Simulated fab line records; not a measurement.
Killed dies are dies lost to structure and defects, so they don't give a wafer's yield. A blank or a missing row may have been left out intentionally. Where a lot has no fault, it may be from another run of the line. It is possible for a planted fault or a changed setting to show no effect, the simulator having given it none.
fab line records	flow sky130
record lots=7	wafers=21	last_day=49
route steps=708 shown METAL5@664 PAD_OPEN@708
lots that met no fault: taken from a fault-free run of the same line
start_h: hours from the record's first day to the start of the lot's first wafer shown	wait_h: how many hours have passed since the lot's step before this one	" repeats the value in the row above	L1.1+2: one row covering several wafers at once	- no value, or no start given	* or withheld: withheld	< > ~ a bound
route shown NAME@n: a module of which the file shows steps, and the number in the route of the first	usual: the fault-free wafers' mean and standard deviation	same: alike in all rows	chamber/n: place in a boat	sites: readings site by site	_std_site: their standard deviation	_edge_site: the outer-site mean with the inner-site mean subtracted	radius_mm: for every site, how far away it sits from the centre of the wafer	mask NAME#n: copy n	behind: the tool/chamber that last shaped the wafer	hold: cause of the lot's hold/its duration in hours/its outcome	device: the transistor (n, p or np) that didn't switch	end of line: at the end of the route, the tests of the same wafers	a step without rows: its recipe alone	killed: the dies lost at the first sort to structure and to defects; this is not the yield of the wafer	map: a wafer's dies, x killed, . not, _ none there
set.NAME: setting as actually run; set.NAME@STEP: the setting as run at that earlier step	model.NAME: the simulator's own value behind a step, which no gauge read
certain route steps with their lots: each step a table, each wafer a row
services: the hour from which a tool's chamber was out of use, counted from the record's first day as start_h (under 0 if before that day), plus the number of hours and why
## steps
# step SKY_METAL5_SPUTTER_03
# recipe material=Ti	target_thk_nm=5	power_w=3000	time_s=3.3	chamber_pressure_pa=0.4
# usual throttle_valve_pct=30.5/0.98
lot.wafer	tool	chamber	start_h	wait_h	throttle_valve_pct
L985.1	pvd_sputter-01	-	1040.58	0.0	30.6
L985.5	"	-	"	"	29.1
L985.6	"	-	"	"	31.0
L993.1	pvd_sputter-03	-	1080.52	0.0	29.6
L993.4	"	-	"	"	30.3
L993.5	"	-	"	"	29.3
L997.1	pvd_sputter-04	-	1103.19	0.0	31.5
L997.4	"	-	"	"	30.0
L997.6	"	-	"	"	30.1
L998.3	pvd_sputter-04	-	1110.13	0.0	31.7
L998.5	"	-	"	"	30.1
L998.6	"	-	"	"	32.0
L999.3	pvd_sputter-01	-	1114.73	0.0	30.1
L999.5	"	-	"	"	30.1
L999.6	"	-	"	"	30.8
L100.3	pvd_sputter-04	-	1117.05	0.0	31.6
L100.4	"	-	"	"	32.2
L100.5	"	-	"	"	29.9
L101.1	pvd_sputter-04	-	1122.50	0.0	32.1
L101.2	"	-	"	"	31.6
L101.6	"	-	"	"	31.6
# step SKY_METAL5_SPUTTER_04
# recipe material=TiN	target_thk_nm=70	power_w=6500	time_s=58.3	chamber_pressure_pa=0.4
# usual throttle_valve_pct=30.5/0.97
lot.wafer	tool	chamber	start_h	wait_h	throttle_valve_pct
L985.1	pvd_sputter-01	-	1040.59	0.0	30.2
L985.5	"	-	"	"	29.1
L985.6	"	-	"	"	31.0
L993.1	pvd_sputter-03	-	1080.54	0.0	29.7
L993.4	"	-	"	"	30.4
L993.5	"	-	"	"	29.3
L997.1	pvd_sputter-04	-	1103.20	0.0	31.5
L997.4	"	-	"	"	29.8
L997.6	"	-	"	"	30.0
L998.3	pvd_sputter-04	-	1110.15	0.0	31.6
L998.5	"	-	"	"	30.0
L998.6	"	-	"	"	32.1
L999.3	pvd_sputter-01	-	1114.75	0.0	30.2
L999.5	"	-	"	"	30.1
L999.6	"	-	"	"	31.1
L100.3	pvd_sputter-04	-	1117.07	0.0	31.7
L100.4	"	-	"	"	32.3
L100.5	"	-	"	"	29.9
L101.1	pvd_sputter-04	-	1122.52	0.0	32.0
L101.2	"	-	"	"	31.7
L101.6	"	-	"	"	31.5
# step SKY_METAL5_RS_MEAS_05
# recipe thk_meas_gauge=four-point-probe	reads=TiN_of_METAL5_SPUTTER_04+Ti_of_METAL5_SPUTTER_03+AlCu_of_METAL5_SPUTTER_02+TiN_of_METAL5_SPUTTER_01+Ti_of_METAL5_SPUTTER_00
# usual METAL5_ALCU_RS=0.0270/0.00036
lot.wafer	tool	chamber	start_h	wait_h	METAL5_ALCU_RS[ohm/sq]
L985.1	film_metro-03	-	1040.64	0.0	0.0269
L985.5	"	-	"	"	0.0264
L985.6	"	-	"	"	0.0266
L993.1	film_metro-01	-	1080.59	0.0	0.0270
L993.4	"	-	"	"	0.0269
L993.5	"	-	"	"	0.0269
L997.1	film_metro-01	-	1103.25	0.0	0.0270
L997.4	"	-	"	"	0.0273
L997.6	"	-	"	"	0.0276
L998.3	film_metro-03	-	1110.24	0.1	0.0273
L998.5	"	-	"	"	0.0279
L998.6	"	-	"	"	0.0273
L999.3	film_metro-03	-	1114.84	0.1	0.0273
L999.5	"	-	"	"	0.0273
L999.6	"	-	"	"	0.0269
L100.3	film_metro-02	-	1117.16	0.1	0.0269
L100.4	"	-	"	"	0.0271
L100.5	"	-	"	"	0.0274
L101.1	film_metro-03	-	1122.58	0.0	0.0273
L101.2	"	-	"	"	0.0270
L101.6	"	-	"	"	0.0273
# step SKY_METAL5_THK_MEAS_06
# recipe thk_meas_gauge=xrf	reads=AlCu_of_METAL5_SPUTTER_02
# usual METAL5_ALCU_THK=1150/18
lot.wafer	tool	chamber	start_h	wait_h	METAL5_ALCU_THK[nm]
L985.1	film_metro-03	-	1040.76	0.1	1154
L985.5	"	-	"	"	1167
L985.6	"	-	"	"	1161
L993.1	film_metro-01	-	1080.71	0.1	1154
L993.4	"	-	"	"	1168
L993.5	"	-	"	"	1166
L997.1	film_metro-01	-	1103.37	0.1	1153
L997.4	"	-	"	"	1145
L997.6	"	-	"	"	1130
L998.3	film_metro-03	-	1110.34	0.1	1134
L998.5	"	-	"	"	1105
L998.6	"	-	"	"	1142
L999.3	film_metro-03	-	1114.94	0.1	1135
L999.5	"	-	"	"	1137
L999.6	"	-	"	"	1137
L100.3	film_metro-02	-	1117.26	0.1	1154
L100.4	"	-	"	"	1151
L100.5	"	-	"	"	1127
L101.1	film_metro-03	-	1122.70	0.1	1132
L101.2	"	-	"	"	1138
L101.6	"	-	"	"	1135
# step SKY_METAL5_DEHYDRATE_07
# recipe temp_c=200	time_s=60
# step SKY_METAL5_HMDS_08
# recipe prime_time_s=60	prime_temp_c=120
# step SKY_METAL5_COAT_09
# recipe resist=NOVOLAK	spin_rpm=3000	resist_thk_nm=1800
# step SKY_METAL5_SOFTBAKE_10
# recipe temp_c=90	time_s=60	resist=NOVOLAK
# step SKY_METAL5_EXPOSE_11
# recipe mask_id=MM5	na=0.6	source_shape=conventional	sigma_outer=0.6	polarization=unpolarized	target_cd_nm=1600	dose_mj=190
# step SKY_METAL5_PEB_12
# recipe temp_c=withheld	time_s=*	resist=NOVOLAK
# step SKY_METAL5_DEVELOP_13
# recipe resist=NOVOLAK	developer=TMAH	develop_time_s=60	dev_temp_c=23
# step SKY_METAL5_DESCUM_14
# recipe chemistry=O2	source_power_w=150	bias_power_w=0	pressure_mtorr=10	temp_c=40	time_s=11
# usual drypump_motor_current_A=5.8/0.37	oes_product_au=0.995/0.013
lot.wafer	tool	chamber	start_h	wait_h	drypump_motor_current_A	oes_product_au	rf_hours_counter_h
L985.1	rie_metal-02	0	1062.15	0.1	6.2	0.984	20
L985.5	"	1	"	"	5.4	1.006	-
L985.6	"	0	"	"	6.2	0.984	-
L993.1	rie_metal-02	0	1101.31	0.1	6.3	0.986	23
L993.4	"	1	"	"	5.4	1.003	-
L993.5	"	1	"	"	5.4	0.986	-
L997.1	rie_metal-02	0	1123.06	0.1	6.2	0.996	25
L997.4	"	0	"	"	6.2	0.991	-
L997.6	"	1	"	"	5.4	0.995	-
L998.3	rie_metal-02	0	1130.06	0.1	6.3	0.994	-
L998.5	"	0	"	"	6.2	0.997	-
L998.6	"	1	"	"	5.5	1.006	-
L999.3	rie_metal-02	0	1134.53	0.1	6.3	0.989	-
L999.5	"	0	"	"	6.3	0.992	-
L999.6	"	1	"	"	5.5	0.986	-
L100.3	rie_metal-01	1	1135.92	0.1	5.6	0.998	-
L100.4	"	0	"	"	5.4	1.014	-
L100.5	"	0	"	"	5.4	1.013	-
L101.1	rie_metal-02	1	1141.11	0.1	5.4	0.991	26
L101.2	"	0	"	"	6.2	1.008	27
L101.6	"	1	"	"	5.4	0.995	-
# step SKY_METAL5_METAL_ETCH_15
# recipe target_depth_a=12600	stop_on=SiO2	over_etch_frac=0.2	time_s=252	chemistry=Cl2/BCl3	resist_sidewall_deg=86	pressure_mtorr=10	icp_w=900	bias_w=48.5	Cl2_flow_sccm=60	bcl3_flow_sccm=30
# usual bcl3_flow_sccm=30.00/0.096	bias_w=48.48/0.13	drypump_motor_current_A=5.8/0.38	mfc_cl2_sccm=59.99/0.19	oes_product_au=0.893/0.005	throttle_valve_pct=22.266/0.0094
lot.wafer	tool	chamber	start_h	wait_h	bcl3_flow_sccm	bias_w	drypump_motor_current_A	mfc_cl2_sccm	oes_product_au	rf_hours_counter_h	throttle_valve_pct	model.NOVOLAK_of_METAL5_COAT_09.thk_nm	model.SiO2_of_VIA4_HDPCVD_00.thk_nm
L985.1	rie_metal-02	0	1062.18	0.0	29.81	48.39	6.2	60.08	0.891	20	22.258	1056	551
L985.5	"	1	"	"	30.14	48.42	5.4	60.11	0.894	-	22.258	1035	547.8
L985.6	"	0	"	"	29.85	48.56	6.2	59.49	0.893	-	22.253	1052	550.6
L993.1	rie_metal-02	0	1101.35	0.0	30.05	48.53	6.2	60.16	0.894	24	22.272	1057	551
L993.4	"	1	"	"	30.17	48.46	5.4	59.98	0.893	-	22.266	1042	550.7
L993.5	"	1	"	"	30.02	48.50	5.5	60.04	0.898	-	22.271	1046	548.8
L997.1	rie_metal-02	0	1123.10	0.0	-	-	-	-	-	-	-	1787	576.9
L997.4	"	0	"	"	-	-	-	-	-	-	-	1781	575.6
L997.6	"	1	"	"	-	-	-	-	-	-	-	1781	574.3
L998.3	rie_metal-02	0	1130.16	0.1	-	-	-	-	-	-	-	1783	573.9
L998.5	"	0	"	"	-	-	-	-	-	-	-	1782	576.1
L998.6	"	1	"	"	-	-	-	-	-	-	-	1783	574
L999.3	rie_metal-02	0	1134.63	0.1	-	-	-	-	-	-	-	1783	573.4
L999.5	"	0	"	"	-	-	-	-	-	-	-	1782	573.2
L999.6	"	1	"	"	-	-	-	-	-	-	-	1791	574.9
L100.3	rie_metal-01	1	1136.02	0.1	29.91	48.86	5.6	59.94	0.898	-	22.273	1034	552.3
L100.4	"	0	"	"	29.88	48.39	5.4	60.26	0.889	-	22.244	1014	549.1
L100.5	"	0	"	"	29.85	48.43	5.4	60.32	0.899	-	22.266	1013	550.7
L101.1	rie_metal-02	1	1141.15	0.0	29.98	48.59	5.4	60.11	0.890	26	22.284	1055	549.7
L101.2	"	0	"	"	29.91	48.47	6.3	59.73	0.890	27	22.264	1041	548.4
L101.6	"	1	"	"	30.09	48.26	5.4	60.07	0.886	-	22.247	1045	549.7
# step SKY_METAL5_STRIP_16
# recipe chemistry=O2/N2	power_w=1400	pressure_mtorr=1500	platen_temp_c=withheld	o2_flow_sccm=3000	n2_flow_sccm=300	overash_fraction=0.5
# usual drypump_motor_current_A=5.6/0.31	oes_product_au=0.710/0.005	strip_time_to_endpoint_s=13.14/0.15
lot.wafer	tool	chamber	start_h	wait_h	drypump_motor_current_A	oes_product_au	rf_hours_counter_h	strip_time_to_endpoint_s
L985.1	plasma_asher-02	1	1062.41	0.2	5.7	0.705	102	13.30
L985.5	"	1	"	"	5.7	0.719	-	13.07
L985.6	"	0	"	"	6.0	0.710	-	13.25
L993.1	plasma_asher-02	0	1101.58	0.2	6.0	0.707	106	13.30
L993.4	"	0	"	"	6.0	0.714	-	13.15
L993.5	"	0	"	"	5.9	0.710	-	13.20
L997.1	plasma_asher-03	0	1123.33	0.2	5.3	0.701	36	21.49
L997.4	"	0	"	"	5.3	0.718	-	21.45
L997.6	"	1	"	"	5.4	0.711	-	21.42
L998.3	plasma_asher-02	1	1130.35	0.1	5.8	0.716	-	21.44
L998.5	"	1	"	"	5.7	0.720	-	21.43
L998.6	"	0	"	"	6.0	0.713	-	21.44
L999.3	plasma_asher-02	1	1134.82	0.1	5.7	0.714	-	21.44
L999.5	"	0	"	"	6.0	0.712	-	21.43
L999.6	"	1	"	"	5.7	0.718	-	21.53
L100.3	plasma_asher-04	1	1136.21	0.1	5.9	0.717	-	13.07
L100.4	"	0	"	"	5.2	0.716	-	12.83
L100.5	"	1	"	"	6.0	0.711	-	12.83
L101.1	plasma_asher-04	0	1141.38	0.2	5.2	0.707	73	13.27
L101.2	"	1	"	"	5.9	0.711	73	13.14
L101.6	"	1	"	"	6.0	0.710	-	13.20
# step SKY_METAL5_STRIP_17
# recipe chemistry=post_etch_residue_remover	time_s=1200	temp_c=72.5
# step SKY_PAD_OPEN_PROBE_99
# usual defect_limited_yield=82.4/1.9	killed_at_M0_to_M3=44/7.1	killed_at_M4_up=3.5/2	killed_at_contacts=24/5.3	killed_at_front_end=15/4.8	killed_at_other=0.1/0.35	killed_dies=86/9.3	killed_on_rim=17/4	killed_open=47/7.8	killed_short=39/5.9	sort_bin_3_pad_short=0.8/0.42	sort_bin_5_function=10.3/1.4	sort_bin_6_memory=6.4/1.1	sort_n_pass=406/9.3	sort_yield_pct=82.4/1.9
# same gross_dies=492	killed_at_back_side=0	sort_bin_4_leakage[%]=0	sort_bin_8_speed[%]=0
lot.wafer	tool	chamber	start_h	wait_h	defect_limited_yield[%]	killed_at_M0_to_M3	killed_at_M4_up	killed_at_contacts	killed_at_front_end	killed_at_other	killed_dies	killed_on_rim	killed_open	killed_short	sort_bin_3_pad_short[%]	sort_bin_5_function[%]	sort_bin_6_memory[%]	sort_n_pass	sort_yield_pct[%]
L997.1	prober-01	-	1162.54	0.1	0	52	389	28	23	0	492	96	60	45	0.8	90.9	8.3	0	0
L997.4	prober-01	-	1162.69	0.2	0	38	407	28	18	1	492	96	45	43	0.8	94.7	4.5	0	0
L997.6	prober-01	-	1162.79	0.2	0	56	402	20	14	0	492	96	50	42	0.6	94.3	5.1	0	0
L998.3	prober-02	-	1169.81	0.2	0	35	420	23	12	2	492	96	45	31	0.8	94.3	4.9	0	0
L998.5	prober-02	-	1169.91	0.2	0	32	431	14	14	1	492	96	33	33	0.4	94.9	4.7	0	0
L998.6	prober-02	-	1169.96	0.2	0	36	414	28	14	0	492	96	47	33	0.4	93.7	5.9	0	0
L999.3	prober-01	-	1174.53	0.2	0	47	401	27	17	0	492	96	65	32	0.6	92.3	7.1	0	0
L999.5	prober-01	-	1174.63	0.2	0	52	402	21	16	1	492	96	60	31	0.2	93.9	5.9	0	0
L999.6	prober-01	-	1174.68	0.2	0	41	412	30	9	0	492	96	47	38	2.0	92.3	5.7	0	0
L100.3	prober-02	-	1175.36	0.2	80.9	48	3	35	8	0	94	18	59	35	0.8	11.8	6.5	398	80.9
L100.4	prober-02	-	1175.41	0.2	84.8	39	7	19	10	0	75	14	29	46	0.6	9.8	4.9	417	84.8
L100.5	prober-02	-	1175.46	0.2	83.1	46	6	23	8	0	83	19	47	36	0.4	11.2	5.3	409	83.1
L101.1	prober-01	-	1179.76	0.1	77.6	62	3	26	19	0	110	19	67	43	1.6	12.0	8.7	382	77.6
L101.2	prober-01	-	1179.81	0.1	84.1	43	0	22	13	0	78	12	43	35	1.0	9.1	5.7	414	84.1
L101.6	prober-01	-	1180.01	0.2	80.3	51	3	33	10	0	97	19	52	45	0.6	12.0	7.1	395	80.3
# killed by level:class
L997.1 METAL5:area_etch=387 VIA1:geometric_particle:open=12 METAL2:geometric_particle:short=11 VIA3:geometric_particle:open=10 CONTACT:geometric_particle:open=9 LI_CONTACT:geometric_particle:open=8 FIELD_ISO:geometric_particle:open=7 POLY_GATE:geometric_particle:open=7
L997.4 METAL5:area_etch=404 LI_CONTACT:geometric_particle:open=10 CONTACT:geometric_particle:open=8 VIA1:geometric_particle:open=8 METAL1:geometric_particle:short=6 VIA2:geometric_particle:open=6 POLY_GATE:geometric_particle:short=5 VIA1:geometric_particle:short=5
L997.6 METAL5:area_etch=400 VIA1:geometric_particle:open=13 METAL2:geometric_particle:short=10 VIA2:geometric_particle:open=8 METAL1:geometric_particle:short=7 VIA1:geometric_particle:short=6 CONTACT:geometric_particle:open=6 LI_CONTACT:geometric_particle:open=5
L998.3 METAL5:area_etch=416 LI_CONTACT:geometric_particle:open=11 VIA2:geometric_particle:open=6 FIELD_ISO:geometric_particle:open=5 VIA3:geometric_particle:open=5 CONTACT:geometric_particle:short=5 VIA1:geometric_particle:open=5 METAL2:geometric_particle:short=4
L998.5 METAL5:area_etch=426 CONTACT:geometric_particle:open=8 VIA1:geometric_particle:open=7 VIA2:geometric_particle:open=6 FIELD_ISO:geometric_particle:short=5 VIA2:geometric_particle:short=4 METAL4:geometric_particle:short=4 SPACER:geometric_particle:open=3
L998.6 METAL5:area_etch=412 LI_CONTACT:geometric_particle:open=9 VIA1:geometric_particle:open=9 CONTACT:geometric_particle:open=8 CONTACT:geometric_particle:short=6 METAL2:geometric_particle:short=6 VIA2:geometric_particle:open=5 FIELD_ISO:geometric_particle:short=4
L999.3 METAL5:area_etch=395 VIA3:geometric_particle:open=13 VIA2:geometric_particle:open=11 LI_CONTACT:geometric_particle:open=11 VIA1:geometric_particle:open=10 CONTACT:geometric_particle:open=7 POLY_GATE:geometric_particle:open=4 LI_CONTACT:geometric_particle:short=4
L999.5 METAL5:area_etch=401 VIA1:geometric_particle:open=12 VIA3:geometric_particle:open=10 CONTACT:geometric_particle:open=9 VIA2:geometric_particle:open=8 POLY_GATE:geometric_particle:open=6 METAL2:geometric_particle:short=6 LI_CONTACT:geometric_particle:open=5
L999.6 METAL5:area_etch=407 VIA2:geometric_particle:open=9 CONTACT:geometric_particle:open=9 LI_CONTACT:geometric_particle:open=8 VIA1:geometric_particle:open=7 LOCAL_INTERCONNECT:geometric_particle:short=5 CONTACT:geometric_particle:short=5 VIA3:geometric_particle:open=5
L100.3 VIA1:geometric_particle:open=15 CONTACT:geometric_particle:open=13 VIA2:geometric_particle:open=10 METAL1:geometric_particle:short=7 VIA3:geometric_particle:open=7 LI_CONTACT:geometric_particle:short=6 LI_CONTACT:geometric_particle:open=5 LOCAL_INTERCONNECT:geometric_particle:short=5
L100.4 METAL1:geometric_particle:short=7 VIA3:geometric_particle:open=7 METAL2:geometric_particle:short=7 METAL4:geometric_particle:short=6 LOCAL_INTERCONNECT:geometric_particle:short=5 FIELD_ISO:geometric_particle:short=4 LI_CONTACT:geometric_particle:open=4 CONTACT:geometric_particle:open=4
L100.5 CONTACT:geometric_particle:open=9 VIA3:geometric_particle:open=9 VIA1:geometric_particle:open=6 METAL1:geometric_particle:short=6 METAL2:geometric_particle:short=5 VIA3:geometric_particle:short=5 LI_CONTACT:geometric_particle:open=4 LI_CONTACT:geometric_particle:short=4
L101.1 VIA1:geometric_particle:open=15 CONTACT:geometric_particle:open=12 VIA2:geometric_particle:open=11 VIA3:geometric_particle:open=8 VIA1:geometric_particle:short=7 LOCAL_INTERCONNECT:geometric_particle:short=6 LI_CONTACT:geometric_particle:open=5 METAL2:geometric_particle:short=5
L101.2 VIA1:geometric_particle:open=13 CONTACT:geometric_particle:open=11 METAL2:geometric_particle:short=7 FIELD_ISO:geometric_particle:short=5 VIA2:geometric_particle:open=4 FIELD_ISO:geometric_particle:open=3 LOCAL_INTERCONNECT:geometric_particle:short=3 CONTACT:geometric_particle:short=3
L101.6 VIA1:geometric_particle:open=11 CONTACT:geometric_particle:short=10 CONTACT:geometric_particle:open=8 LI_CONTACT:geometric_particle:open=7 VIA1:geometric_particle:short=7 VIA2:geometric_particle:open=7 METAL2:geometric_particle:short=6 POLY_GATE:geometric_particle:open=5
# map L997.1 (x killed, . not)
__________xxxxxxxxxx_________
________xxxxxxxxxxxxxx_______
______xxxxxxxxxxxxxxxxxx_____
_____xxxxxxxxxxxxxxxxxxxx____
____xxxxxxxxxxxxxxxxxxxxxx___
___xxxxxxxxxxxxxxxxxxxxxxxx__
__xxxxxxxxxxxxxxxxxxxxxxxxxx_
_xxxxxxxxxxxxxxxxxxxxxxxxxxxx
_xxxxxxxxxxxxxxxxxxxxxxxxxxxx
_xxxxxxxxxxxxxxxxxxxxxxxxxxxx
_xxxxxxxxxxxxxxxxxxxxxxxxxxxx
_xxxxxxxxxxxxxxxxxxxxxxxxxxxx
_xxxxxxxxxxxxxxxxxxxxxxxxxxxx
_xxxxxxxxxxxxxxxxxxxxxxxxxxxx
_xxxxxxxxxxxxxxxxxxxxxxxxxxxx
__xxxxxxxxxxxxxxxxxxxxxxxxxx_
___xxxxxxxxxxxxxxxxxxxxxxxx__
____xxxxxxxxxxxxxxxxxxxxxx___
_____xxxxxxxxxxxxxxxxxxxx____
______xxxxxxxxxxxxxxxxxx_____
________xxxxxxxxxxxxxx_______
__________xxxxxxxxxx_________
# map L998.3 (x killed, . not)
__________xxxxxxxxxx_________
________xxxxxxxxxxxxxx_______
______xxxxxxxxxxxxxxxxxx_____
_____xxxxxxxxxxxxxxxxxxxx____
____xxxxxxxxxxxxxxxxxxxxxx___
___xxxxxxxxxxxxxxxxxxxxxxxx__
__xxxxxxxxxxxxxxxxxxxxxxxxxx_
_xxxxxxxxxxxxxxxxxxxxxxxxxxxx
_xxxxxxxxxxxxxxxxxxxxxxxxxxxx
_xxxxxxxxxxxxxxxxxxxxxxxxxxxx
_xxxxxxxxxxxxxxxxxxxxxxxxxxxx
_xxxxxxxxxxxxxxxxxxxxxxxxxxxx
_xxxxxxxxxxxxxxxxxxxxxxxxxxxx
_xxxxxxxxxxxxxxxxxxxxxxxxxxxx
_xxxxxxxxxxxxxxxxxxxxxxxxxxxx
__xxxxxxxxxxxxxxxxxxxxxxxxxx_
___xxxxxxxxxxxxxxxxxxxxxxxx__
____xxxxxxxxxxxxxxxxxxxxxx___
_____xxxxxxxxxxxxxxxxxxxx____
______xxxxxxxxxxxxxxxxxx_____
________xxxxxxxxxxxxxx_______
__________xxxxxxxxxx_________
## services
tool	chamber	start_h	hours	kind
rie_metal-02	-	1030.54	4.2	repair
rie_metal-02	1	1034.24	5.7	repair
pvd_sputter-04	-	1037.28	1.0	repair
plasma_asher-03	-	1043.28	2.8	pm
rie_metal-02	-	1065.79	1.4	pm
pvd_sputter-01	-	1069.32	1.1	repair
plasma_asher-04	-	1126.64	1.6	repair
pvd_sputter-04	2	1130.90	-	consumable_replace:kit
pvd_sputter-04	2	1130.90	18.0	scheduled_down
pvd_sputter-04	2	1130.90	18.0	vent_cycle
pvd_sputter-03	-	1139.63	0.7	repair
## key
first_sign step=SKY_METAL5_METAL_ETCH_15	reading=tool_record	direction=missing
effect step=SKY_METAL5_STRIP_16	reading=strip_time_to_endpoint_s	direction=up	sigmas=56	usual=*	struck=*
effect step=SKY_PAD_OPEN_PROBE_99	reading=killed_at_M4_up	direction=up	sigmas=99+	usual=3.5	struck=408.7
model_effect step=SKY_METAL5_METAL_ETCH_15	value=NOVOLAK_of_METAL5_COAT_09.thk_nm	without=1033	struck=1784
more_kills_born_at SKY_METAL5_METAL_ETCH_15@rie_metal-02=3648
met_at SKY_METAL5_METAL_ETCH_15
struck_wafers L997.1,L997.4,L997.6,L998.3,L998.5,L998.6,L999.3,L999.5,L999.6
later_rows_left_out L997.1,L997.4,L997.6,L998.3,L998.5,L998.6,L999.3,L999.5,L999.6
onset_between 1101.35 1123.10
fault kind=skipped_step_whole	tool=rie_metal-02	chamber=-	onset_h=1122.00	steps=SKY_METAL5_METAL_ETCH_15	scope=struck_lots_only
# later_rows_left_out: the simulator's readings of these wafers behind a module that went badly wrong aren't trusted and aren't shown, but for the sort
